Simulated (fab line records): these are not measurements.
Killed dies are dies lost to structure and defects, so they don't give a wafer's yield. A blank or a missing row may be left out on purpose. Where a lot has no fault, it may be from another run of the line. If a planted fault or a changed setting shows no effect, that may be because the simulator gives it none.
Chamber matching | flow gf180mcu | 4 sister chambers for GF_V3_ETCH_16 on rie-diel-03
The step etches BARC in N2/H2. 4 wafers are shown with their chamber, then 7 later ones without.

== WAFERS PAIRED WITH THEIR CHAMBERS ==
wafer  | chamber | oes-product-au (a.u.)
L659.4 | 3       | 0.849
L664.1 | 0       | 0.846
L669.4 | 1       | 0.847
L669.5 | 2       | 0.853

== WAFERS WITH NO CHAMBER GIVEN ==
wafer  | oes-product-au (a.u.)
L669.6 | 0.854
L670.2 | 0.853
L670.4 | 0.856
L670.6 | 0.858
L680.2 | 0.854
L680.4 | 0.851
L680.5 | 0.857

== WHICH CHAMBER EACH WENT THROUGH ==
wafer  | from the rows above               | in truth
L669.6 | can't be placed: 2 or 3           | 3
L670.2 | can't be placed: 2 or 3           | 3
L670.4 | can't be placed: 2 or 3           | 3
L670.6 | can't be placed: 2 or 3           | 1
L680.2 | can't be placed: 2 or 3           | 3
L680.4 | can't be placed: 2 or 3 or 1 or 0 | 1
L680.5 | can't be placed: 2 or 3           | 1
Placed correctly: 0 of 7. Can't be placed from these rows: 7 (the true chamber is among the candidates in 5). Placed wrongly: 0.
How it was worked out, from the rows above alone: a wafer's distance from a chamber is the root of the sum, over the readings, of the square of ((its reading less the chamber's mean) divided by the reading's scatter). The wafer belongs to the nearest chamber; if the next one is less than 2 further off, it can't be placed. For every chamber, the mean is computed from those of its wafers that are shown. The scatter: root of mean squared gap, hidden wafer to nearest shown wafer, with one shown wafer a chamber.
